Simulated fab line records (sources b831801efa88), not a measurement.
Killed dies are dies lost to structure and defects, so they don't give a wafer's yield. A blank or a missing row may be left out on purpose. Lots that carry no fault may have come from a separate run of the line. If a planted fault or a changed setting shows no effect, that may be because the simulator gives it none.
Shared-tool check -- flow gf180mcu -- Lots sampled 15, wafers sampled 54

WHY THIS WAS OPENED
3 of 15 lots carry a flag on the reading HV_LDD_3_TW at GF_HV_LDD_TW_MEAS_38. Wafers without a fault read 1432, standard deviation 12.
Rule: a lot gets a flag if all its wafers with a number sit over 4 standard deviations from that mean, or if no wafer of it has a number. The rest of the lots are taken to be sound.

lot,measured,on,"HV_LDD_3_TW, wafer by wafer",flag
L438,day 11 23:20,film metro-02,1436 1442 1436,
L440,day 12 20:35,film metro-01,1427 1439 1433,
L441,day 13 01:40,film metro-04,1416 1417 1419,
L442,day 13 09:47,film metro-04,1416 1414 1423,
L444,day 14 07:31,film metro-02,1327 1321 1318 1323 1319 1319,FLAGGED
L445,day 14 11:56,film metro-04,1295 1288 1295 1294 1305 1295,FLAGGED
L446,day 14 16:23,film metro-01,1311 1320 1314 1314 1320 1319,FLAGGED
L448,day 15 09:53,film metro-04,1414 1416 1415,
L450,day 15 22:25,film metro-02,1434 1439 1440,
L451,day 16 07:32,film metro-04,1417 1418 1409,
L452,day 16 22:11,film metro-04,1419 1424 1418,
L454,day 17 09:02,film metro-04,1423 1418 1427,
L457,day 18 05:22,film metro-04,1422 1417 1421,
L458,day 18 11:28,film metro-01,1436 1443 1445,
L460,day 19 11:41,film metro-02,1445 1451 1445,
Average over the flagged lots: 1311; offset from the usual -121, equal to -10 standard deviations.

WHICH TOOL EACH LOT WENT THROUGH
2 process steps preceding the reading are held in the record, out of 602 steps in the route. Cell contents, in order: the tool; ch with the chambers the sampled wafers went through; the start.
lot,flag,GF_HV_LDD_IMPLANT_33,GF_HV_LDD_STRIP_37
L438,,"implanter-01 ch 0, day 11 22:38","plasma asher-04 ch 0,1, day 11 23:13"
L440,,"implanter-02 ch 0, day 12 19:53","plasma asher-01 ch 0,1, day 12 20:28"
L441,,"implanter-02 ch 0, day 13 00:58","plasma asher-03 ch 0,1, day 13 01:34"
L442,,"implanter-02 ch 0, day 13 09:06","plasma asher-04 ch 0,1, day 13 09:40"
L444,FLAGGED,"implanter-02, day 14 06:49","plasma asher-01 ch 0,1, day 14 07:25"
L445,FLAGGED,"implanter-02, day 14 11:16","plasma asher-04 ch 0,1, day 14 11:51"
L446,FLAGGED,"implanter-01, day 14 15:43","plasma asher-01 ch 0,1, day 14 16:18"
L448,,"implanter-02 ch 0, day 15 09:13","plasma asher-01 ch 0,1, day 15 09:49"
L450,,"implanter-01 ch 0, day 15 21:43","plasma asher-03 ch 0,1, day 15 22:19"
L451,,"implanter-02 ch 0, day 16 06:52","plasma asher-01 ch 0,1, day 16 07:27"
L452,,"implanter-02 ch 0, day 16 21:29","plasma asher-01 ch 0,1, day 16 22:04"
L454,,"implanter-02 ch 0, day 17 08:20","plasma asher-01 ch 0,1, day 17 08:55"
L457,,"implanter-03 ch 0, day 18 04:40","plasma asher-04 ch 0,1, day 18 05:16"
L458,,"implanter-01 ch 0, day 18 10:47","plasma asher-04 ch 0,1, day 18 11:21"
L460,,"implanter-01 ch 0, day 19 11:01","plasma asher-01 ch 0,1, day 19 11:36"
What these steps do:
- GF_HV_LDD_IMPLANT_33
- GF_HV_LDD_STRIP_37: strips in O2/N2.
- GF_HV_LDD_TW_MEAS_38

FLAGGED OVER TOTAL, TOOL BY TOOL (the gauges that took the reading come last)
step,tool,lots run,flagged,share of the flagged lots,sound lots run after its first flagged lot
GF_HV_LDD_IMPLANT_33,implanter-01,5,1,some,"3 (L450,L458,L460)"
GF_HV_LDD_IMPLANT_33,implanter-02,9,2,some,"4 (L448,L451,L452,L454)"
GF_HV_LDD_IMPLANT_33,implanter-03,1,0,none,-
GF_HV_LDD_STRIP_37,plasma asher-01,8,2,some,"5 (L448,L451,L452,L454,L460)"
GF_HV_LDD_STRIP_37,plasma asher-03,2,0,none,-
GF_HV_LDD_STRIP_37,plasma asher-04,5,1,some,"2 (L457,L458)"
GF_HV_LDD_TW_MEAS_38,film metro-01,3,1,some,1 (L458)
GF_HV_LDD_TW_MEAS_38,film metro-02,4,1,some,"2 (L450,L460)"
GF_HV_LDD_TW_MEAS_38,film metro-04,8,1,some,"5 (L448,L451,L452,L454,L457)"

THE TABLE: WHAT IT ALLOWS
No row of the table ran every flagged lot.

WHAT THE SIMULATOR HAD PUT IN
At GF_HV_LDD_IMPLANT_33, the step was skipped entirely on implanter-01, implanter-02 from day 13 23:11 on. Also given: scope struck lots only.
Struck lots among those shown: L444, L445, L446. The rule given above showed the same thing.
